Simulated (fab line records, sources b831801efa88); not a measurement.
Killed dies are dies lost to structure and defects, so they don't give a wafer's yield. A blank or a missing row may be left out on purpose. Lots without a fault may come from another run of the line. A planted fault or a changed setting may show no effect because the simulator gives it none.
A struck lot beside a sound one | flow sky130 | 34 steps out of a route of 708
Sound: wafers L229.2, L229.4, L229.6. Struck: wafers L222.3, L222.4, L222.5. The cause comes at the end.
At each step with rows: each side's tool, then ch and its chambers, then its first start. Under that, the readings that differ: sound wafers | struck wafers | difference of the means | sigmas: that difference in standard deviations of wafers without a fault.
alike: readings whose means differ by less than 2 such deviations, and words and numbers that are the same on both sides. not compared: withheld readings, readings that some wafer has no value for, bounds like >300 that may hide the same value, and numbers for which the record gives no deviation and whose values overlap.
The two part at a step that has a row with sigmas, a row that says differs or no value, or rows on one side only. Numbers that don't overlap but have no deviation are shown without sigmas and don't part them. A reading that every wafer of one side lacks parts them only if that side has two wafers or more.

first, 5 steps without rows for these wafers: SKY_VT_ADJUST_HVTR_COAT_02 (resist thk 1140 nm); SKY_VT_ADJUST_HVTR_SOFTBAKE_03 (time 60 s); SKY_VT_ADJUST_HVTR_EXPOSE_04 (exposes mask HVTRM, target cd 380 nm); SKY_VT_ADJUST_HVTR_PEB_05; SKY_VT_ADJUST_HVTR_DEVELOP_06 (develop time 60 s).
SKY_VT_ADJUST_HVTR_CD_MEAS_07: target cd 380 nm.
  sound on cd_sem-01, day 16 09:38; struck on cd_sem-01, day 13 21:22
  alike: cd_nm
SKY_VT_ADJUST_HVTR_OVL_MEAS_08:
  sound on overlay-01, day 16 09:44; struck on overlay-01, day 13 21:27
  alike: VT_ADJUST_HVTR_OVL
then, 1 step without rows for these wafers: SKY_VT_ADJUST_HVTR_IMPLANT_09.
SKY_VT_ADJUST_HVTR_STRIP_10: strips in O2/N2.
  sound on plasma_asher-02 ch 0,1, day 16 09:55; struck on plasma_asher-04 ch 0,1, day 13 21:40
  alike: drypump_motor_current_A, oes_product_au, strip_time_to_endpoint_s
  not compared: rf_hours_counter_h
SKY_VT_ADJUST_HVTR_TW_MEAS_11:
  sound on film_metro-03, day 16 10:02; struck on film_metro-02, day 13 21:44
  alike: VT_ADJUST_HVTR_TW
then, 2 steps without rows for these wafers: SKY_VT_ADJUST_PCH_DEHYDRATE_00 (time 60 s); SKY_VT_ADJUST_PCH_HMDS_01 (prime time 60 s).
SKY_VT_ADJUST_PCH_COAT_02: resist thk 3000 nm.
  sound on litho_track-01 ch 0, day 17 00:02; struck on litho_track-01, day 14 11:04
  no value came back on the struck wafers for chill_plate_temp_C (C), dispense_pressure_kPa (kPa); on the sound wafers chill_plate_temp_C (C) reads 23.00 22.88 22.86
then, 4 steps without rows for these wafers: SKY_VT_ADJUST_PCH_SOFTBAKE_03; SKY_VT_ADJUST_PCH_EXPOSE_04 (exposes mask NWM, target cd 840 nm); SKY_VT_ADJUST_PCH_PEB_05; SKY_VT_ADJUST_PCH_DEVELOP_06 (develop time 60 s).
SKY_VT_ADJUST_PCH_OVL_MEAS_07:
  sound on overlay-02, day 17 14:22; struck on overlay-01, day 15 00:12
  reading                | sound         | struck | difference                    | sigmas
  VT_ADJUST_PCH_OVL (nm) | -1.8 -1.2 0.7 | - - -  | no value on the struck wafers |
then, 1 step without rows for these wafers: SKY_VT_ADJUST_PCH_IMPLANT_08.
SKY_VT_ADJUST_PCH_STRIP_09: strips in O2/N2.
  sound on plasma_asher-04 ch 0,1, day 17 14:33; struck on plasma_asher-04 ch 0,1, day 15 00:25
  no value came back on the struck wafers for oes_product_au (a.u.), strip_time_to_endpoint_s (s); on the sound wafers oes_product_au (a.u.) reads 0.720 0.724 0.717
  alike: drypump_motor_current_A
  not compared: rf_hours_counter_h
SKY_VT_ADJUST_PCH_TW_MEAS_10:
  sound on film_metro-04, day 17 14:40; struck on film_metro-03, day 15 00:30
  reading          | sound             | struck            | difference | sigmas
  VT_ADJUST_PCH_TW | 142.9 143.6 144.3 | 139.2 139.0 139.9 | -4.2       | -3
then, 7 steps without rows for these wafers: SKY_SONOS_TUNNEL_DEHYDRATE_00 (time 60 s); SKY_SONOS_TUNNEL_HMDS_01 (prime time 60 s); SKY_SONOS_TUNNEL_COAT_02 (resist thk 1140 nm); SKY_SONOS_TUNNEL_SOFTBAKE_03 (time 60 s); SKY_SONOS_TUNNEL_EXPOSE_04 (exposes mask TUNM, target cd 410 nm); SKY_SONOS_TUNNEL_PEB_05; SKY_SONOS_TUNNEL_DEVELOP_06 (develop time 60 s).
SKY_SONOS_TUNNEL_CD_MEAS_07: target cd 410 nm.
  sound on cd_sem-01, day 18 19:58; struck on cd_sem-01, day 16 03:31
  alike: cd_nm
SKY_SONOS_TUNNEL_OVL_MEAS_08:
  sound on overlay-02, day 18 20:04; struck on overlay-01, day 16 03:36
  alike: SONOS_TUNNEL_OVL
then, 3 steps without rows for these wafers: SKY_SONOS_TUNNEL_IMPLANT_09; SKY_SONOS_TUNNEL_WET_ETCH_10 (etches SiO2 in dHF, target depth 14 nm, time 280 s); SKY_SONOS_TUNNEL_STRIP_11 (strips in SPM, time 600 s).
SKY_SONOS_TUNNEL_TW_MEAS_12:
  sound on film_metro-01, day 18 20:32; struck on film_metro-04, day 16 04:18
  reading         | sound             | struck            | difference | sigmas
  SONOS_TUNNEL_TW | 196.2 195.9 196.7 | 212.5 212.0 211.2 | +15.6      | +12
  not compared: hold

WHERE THEY PART
First at SKY_VT_ADJUST_PCH_COAT_02; last, within this record, at SKY_SONOS_TUNNEL_TW_MEAS_12.

WHY: what the simulator had put in
Skipped step whole: litho_track-01, from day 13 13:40 on, at SKY_VT_ADJUST_PCH_COAT_02. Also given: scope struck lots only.
